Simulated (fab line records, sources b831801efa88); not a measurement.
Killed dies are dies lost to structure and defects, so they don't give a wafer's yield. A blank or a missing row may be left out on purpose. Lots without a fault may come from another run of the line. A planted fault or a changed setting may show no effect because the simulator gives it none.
Problem report in the 8D (eight disciplines) form, filled by code | flow sky130 | the parts of the form that need people (team, actions taken, sign-off) are left out

1. THE PROBLEM
oes_product_au at SKY_METAL1_METAL_ETCH_19 reads a mean of 0.768 a.u. on 3 wafers of 2 lots; wafers without a fault read 0.855 a.u. with a standard deviation of 0.0063. That is -14 standard deviations from the usual mean.
The step: etches the open film in Cl2/BCl3, stops on SiO2, target depth 360 nm, time 78 s.
First seen on wafer L653.4, day 34 18:28, on rie_metal-03. The record holds 33 wafers of 11 lots with a number at this step. Rule for "out", or "out of limits": more than 4 standard deviations from the usual mean. The other wafers with a number count as sound.

2. WHAT IT IS AND WHAT IT IS NOT
question                    | is                     | is not
which readings at this step | oes_product_au         | rf_fwd_power_W, throttle_valve_pct
which lots                  | L653, L654             | L647, L652, L657, L663, L664, L665, L666, L669, L670
which wafers of those lots  | L653.4, L653.5, L654.2 | L653.3, L654.1, L654.3
read on which tools         | rie_metal-03           | rie_metal-02, rie_metal-04
when                        | from day 34 18:28      | up to then (7 sound wafers); but 23 sound wafers of L654, L657, L663, L664, L665, L666, L669, L670 came after

3. SUSPECTS, AND WHAT RULES EACH OUT
Counting: a tool at a process step up to the reading stays a suspect if it ran every lot that is out. Sound lots after the first of them don't rule it out here, since some wafers of a struck lot are sound.
- cvd_w-02 at SKY_CONTACT_CVD_24 (deposits W, target thk 340 nm, time 102.12 s): kept. It ran every lot that is out, first L653 (day 33 14:53); its last sound lot up to then is L652 (day 33 08:21).
- rie_metal-03 at SKY_METAL1_METAL_ETCH_19 (etches the open film in Cl2/BCl3, stops on SiO2, target depth 360 nm, time 78 s): kept. It ran every lot that is out, first L653 (day 34 18:28); its last sound lot up to then is L652 (day 34 11:37). Its own readings are out on those wafers: oes_product_au.
Left after counting: cvd_w-02 at SKY_CONTACT_CVD_24, rie_metal-03 at SKY_METAL1_METAL_ETCH_19.

4. THE CAUSE (what the simulator had put in)
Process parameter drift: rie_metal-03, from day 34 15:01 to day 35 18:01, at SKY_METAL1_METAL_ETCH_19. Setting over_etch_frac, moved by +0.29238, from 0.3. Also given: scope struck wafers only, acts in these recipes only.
Counting left 2 suspects, and this tool is among them.

5. THE CHAIN OF EFFECTS, in route order
Each row: a reading whose mean over the struck wafers that have a number lies more than 3 standard deviations from the usual. Only readings for which the record gives a usual standard deviation are gone through. hours: the time from each lot's start at the first step in this table that gives one to its start at this step, as a median over the lots. sigmas: the change in usual standard deviations.
hours | step                     | reading                  | usual      | on struck wafers | change | sigmas
0     | SKY_METAL1_METAL_ETCH_19 | oes_product_au           | 0.855 a.u. | 0.768            | -0.087 | -14
0     | SKY_METAL1_STRIP_20      | oes_product_au           | 0.343 a.u. | 0.317            | -0.026 | -4.8
0     | SKY_METAL1_STRIP_20      | strip_time_to_endpoint_s | 2.69 s     | 2.12             | -0.57  | -9.4
The process steps in it:
- SKY_METAL1_METAL_ETCH_19: etches the open film in Cl2/BCl3, stops on SiO2, target depth 360 nm, time 78 s.
- SKY_METAL1_STRIP_20: strips in O2/N2.

6. WHAT WOULD HAVE CAUGHT IT SOONER
In this record the first reading out of limits was taken at day 34 18:28, 3 hours after the fault began at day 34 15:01.
